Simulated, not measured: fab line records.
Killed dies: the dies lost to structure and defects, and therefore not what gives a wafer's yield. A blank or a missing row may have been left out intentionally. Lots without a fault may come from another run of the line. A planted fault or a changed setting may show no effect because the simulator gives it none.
Matching of chambers ; flow gf180mcu ; cmp-02 running GF_V5_CMP_04: 4 sister chambers
The step polishes SiO2. 8 wafers are shown with their chamber, then 9 later ones without.

== WAFERS PAIRED WITH THEIR CHAMBERS ==
wafer;chamber;motor-current-A (A);edge-zone-pressure-frac
L873.4;3;11.8;0.999
L876.2;3;11.7;1.001
L887.2;2;12.0;0.996
L887.5;0;12.3;1.002
L887.6;1;12.5;0.996
L890.3;0;12.0;1.003
L890.5;1;10.7;0.993
L890.6;2;12.3;0.999

== WAFERS WHOSE CHAMBER IS MISSING ==
wafer;motor-current-A (A);edge-zone-pressure-frac
L891.3;11.7;1.000
L891.5;11.8;0.998
L891.6;12.6;0.999
L893.2;12.0;0.990
L893.4;11.3;0.991
L893.6;12.2;0.998
L894.2;12.6;1.004
L894.3;11.8;0.997
L894.6;12.2;1.005

== CHAMBER TAKEN BY EACH ==
wafer;from the rows above;in truth
L891.3;can't be placed: 3 or 0 or 2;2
L891.5;can't be placed: 2 or 3 or 1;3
L891.6;can't be placed: 2 or 3 or 0 or 1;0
L893.2;can't be placed: 1 or 2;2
L893.4;can't be placed: 1 or 2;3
L893.6;can't be placed: 2 or 3 or 1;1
L894.2;can't be placed: 0 or 3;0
L894.3;can't be placed: 2 or 1 or 3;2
L894.6;can't be placed: 0 or 3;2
0 of 9 placed correctly. Can't be placed from these rows: 9 (the true chamber is among the candidates in 7). Wrongly placed: 0.
How it was worked out, from the rows above alone: a wafer's distance from a chamber is the root of the sum, over the readings, of the square of ((its reading less the chamber's mean) divided by the reading's scatter). If the next closest chamber is less than 2 further off than the closest, the wafer can't be placed; otherwise it belongs to the closest. For every chamber, the mean is computed from those of its wafers that are shown. The scatter: take each reading less its chamber's mean, square it, sum over the shown wafers, divide by the number of wafers less the number of chambers, and take the root.
